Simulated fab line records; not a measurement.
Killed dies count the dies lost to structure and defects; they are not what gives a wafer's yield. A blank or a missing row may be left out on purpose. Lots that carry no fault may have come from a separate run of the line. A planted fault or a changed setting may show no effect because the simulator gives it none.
2 desks, one fault / flow gf180mcu / each desk holds nothing but its own numbers, with what lay behind them at the end

== TOOL OWNER'S DESK, plasma asher-03 ==
The tool's own readings at GF_CONTACT_STRIP_18 (strips in O2/N2): means of the sampled wafers that have a number, for each lot that ran on this tool. The brackets show how far a lot's mean lies from the usual mean; more than 4 standard deviations puts the lot out of limits, marked OUT.
Columns: A = drypump motor current A at GF_CONTACT_STRIP_18, usual 5.6 A; B = heater power w at GF_CONTACT_STRIP_18, usual 339 W; C = o2 flow sccm at GF_CONTACT_STRIP_18, usual 2999 sccm; D = oes product au at GF_CONTACT_STRIP_18, usual 0.580 a.u.
lot=L807; first seen here=day 16 00:02; A=5.2; B=322; C=3009; D=0.578
lot=L808; first seen here=day 16 11:28; A=5.7; B=346; C=3011; D=0.575
lot=L812; first seen here=day 17 22:16; A=5.7; B=344; C=2991; D=0.585
lot=L816; first seen here=day 19 11:49; A=5.2; B=319; C=3003; D=0.581
lot=L821; first seen here=day 21 09:22; A=5.2; B=320; C=3005; D=0.586
lot=L824; first seen here=day 22 11:25; A=5.2; B=319; C=2997; D=0.578
lot=L828; first seen here=day 23 17:28; A=5.7; B=346; C=2999; D=0.580
lot=L829; first seen here=day 23 21:37; A=5.7; B=351; C=2993; D=0.576
Finding of this desk: none of the 8 lots has anything out of limits.

== FROM THE METROLOGY DESK ==
Lot by lot, what the gauges showed, no matter which tool ran the lot: averages of those sampled wafers that carry a number. The brackets show how far a lot's mean lies from the usual mean; more than 4 standard deviations puts the lot out of limits, marked OUT.
Columns: A = cd nm at GF_TOP_METAL_CD_MEAS_14, usual 441.0 nm; B = PASSIVATION_CVD_02_THK at GF_PASSIVATION_THK_MEAS_03, usual 701 nm
lot=L807; first seen here=day 27 23:37; A=437.7; B=699
lot=L808; first seen here=day 28 10:16; A=439.3; B=704
lot=L811; first seen here=day 29 08:37; A=439.8; B=701
lot=L812; first seen here=day 29 14:34; A=440.6; B=705
lot=L813; first seen here=day 29 19:28; A=439.7; B=702
lot=L814; first seen here=day 30 05:08; A=441.0; B=700
lot=L816; first seen here=day 30 21:02; A=438.8; B=702
lot=L817; first seen here=day 31 00:50; A=445.2; B=706
lot=L820; first seen here=day 32 04:11; A=443.7; B=692
lot=L821; first seen here=day 32 04:58; A=443.7; B=701
lot=L822; first seen here=day 32 08:52; A=439.4; B=699
lot=L824; first seen here=day 32 23:27; A=437.8; B=698
lot=L828; first seen here=day 33 20:33; A=443.6; B=701
lot=L829; first seen here=day 33 23:55; A=441.7; B=709
Finding of this desk: none of the 14 lots has anything out of limits.

== PUT TOGETHER ==
Nothing out of limits was seen by the tool owner's desk.
The metrology desk saw nothing out of limits.

== WHAT HAD BEEN PUT IN BY THE SIMULATOR ==
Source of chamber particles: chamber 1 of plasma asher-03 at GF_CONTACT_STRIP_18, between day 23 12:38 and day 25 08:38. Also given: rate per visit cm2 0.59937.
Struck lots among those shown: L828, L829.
